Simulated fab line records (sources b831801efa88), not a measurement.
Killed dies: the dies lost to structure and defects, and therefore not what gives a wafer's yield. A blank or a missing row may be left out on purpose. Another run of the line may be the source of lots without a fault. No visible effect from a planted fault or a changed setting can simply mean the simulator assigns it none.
Struck lot and sound lot, side by side :: flow sky130 :: 16 out of 708 route steps
Sound: wafers L985.1, L985.2, L985.3. Struck: wafers L101.1, L101.3, L101.6. The cause comes at the end.
For every step that has rows: the tool of each side, followed by ch and its chambers, followed by its first start. Under that, the readings that differ: sound wafers :: struck wafers :: difference of the means :: sigmas: that difference in standard deviations of wafers without a fault.
alike: same words and numbers on both sides, and readings whose means sit less than 2 such deviations apart. not compared: any withheld reading, any reading some wafer has no value for, any bound like >300 that may hide the same value, and any number with overlapping values for which the record gives no deviation.
The two part at a step that has a row with sigmas, a row that says differs or no value, or rows on one side only. Numbers that don't overlap but have no deviation are shown without sigmas and don't part them. A reading that every wafer of one side lacks parts them only if that side has two wafers or more.

first, 3 steps without rows for these wafers: SKY_METAL2_EXPOSE_12 (exposes mask MM2, target cd 140 nm); SKY_METAL2_PEB_13; SKY_METAL2_DEVELOP_14 (develop time 60 s).
SKY_METAL2_CD_MEAS_15: the cd target is 140 nm.
  sound on cd_sem-02 at day 37 04:19; struck on cd_sem-01 at day 41 17:22
  alike: cd_nm
SKY_METAL2_OVL_MEAS_16:
  sound on overlay-01 at day 37 04:26; struck on overlay-02 at day 41 17:29
  alike: METAL2_OVL
SKY_METAL2_DESCUM_17: chemistry O2, time 8 s.
  sound on rie_metal-03 ch 0,1, day 37 04:28; struck on rie_metal-03 ch 0,1, day 41 17:31
  alike: drypump_motor_current_A, oes_product_au
  not compared: rf_hours_counter_h
SKY_METAL2_ETCH_18: etches BARC in N2/H2, stops on SiO2, time 45.9 s, target depth 60 nm.
  sound on rie_metal-03 ch 0,1, day 37 04:30; struck on rie_metal-03 ch 0,1, day 41 17:33
  alike: drypump_motor_current_A, h2_flow_sccm, oes_product_au, throttle_valve_pct
  not compared: rf_hours_counter_h
SKY_METAL2_METAL_ETCH_19: etches the open film in Cl2/BCl3, stops on SiO2, target depth 360 nm, time 78 s.
  sound on rie_metal-03 ch 0,1, day 37 04:34; struck on rie_metal-03 ch 0,1, day 41 17:37
  alike: drypump_motor_current_A, oes_product_au, throttle_valve_pct
  not compared: rf_hours_counter_h
SKY_METAL2_STRIP_20: strips in O2/N2.
  sound on plasma_asher-04 ch 0,1, day 37 04:39; struck on plasma_asher-04 ch 0,1, day 41 17:42
  alike: drypump_motor_current_A, oes_product_au, strip_time_to_endpoint_s
  not compared: rf_hours_counter_h
then, 3 steps without rows for these wafers: SKY_METAL2_STRIP_21 (strips in post etch residue remover, time 1200 s); SKY_METAL2_CLEAN_22 (cleans in IPA, time 180 s); SKY_METAL2_CLEAN_23 (cleans in O3/DIW).
SKY_VIA2_HDPCVD_00: deposits SiO2, target thk 1180 nm, time 196.7 s.
  sound on hdpcvd-02 ch 0,1,2, day 37 05:46; struck on hdpcvd-02 ch 0,2, day 41 18:18
reading: run_length_s (s)
sound: 224.1 224.1 224.6
struck: 234.4 234.6 234.8
difference: +10.3
sigmas: +27

reading: model.SiO2_of_VIA2_HDPCVD_00.thk_nm (nm)
sound: 1161 1164 1166
struck: 1229 1238 1235
difference: +70
sigmas: 
SKY_VIA2_THK_MEAS_01:
  sound on film_metro-02 at day 37 05:54; struck on film_metro-02 at day 41 18:26
reading: VIA2_HDPCVD_THK (nm)
sound: 1161 1164 1167
struck: 1230 1238 1234
difference: +70
sigmas: +6
SKY_VIA2_CMP_02: polishes SiO2.
  sound on cmp-02 ch 0,1,2, day 37 06:13; struck on cmp-01 ch 0,1,3, day 41 18:44
  alike: edge_zone_pressure_frac, motor_current_A, retaining_ring_pressure_frac
-- the record jumps here: 9 days lie between the struck wafers' starts before and after (it left off in module VIA2 and takes up again in module PAD_OPEN, whose first step shown is number 708 of the route) --
SKY_PAD_OPEN_PROBE_99:
  the record has rows for the struck wafers here (prober-02, day 50 15:32) and none for the sound ones

WHERE THEY PART
First at SKY_VIA2_HDPCVD_00; last, within this record, at SKY_PAD_OPEN_PROBE_99.

WHY: whatever the simulator had introduced
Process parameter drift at SKY_VIA2_HDPCVD_00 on hdpcvd-02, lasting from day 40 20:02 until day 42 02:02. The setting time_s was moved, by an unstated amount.
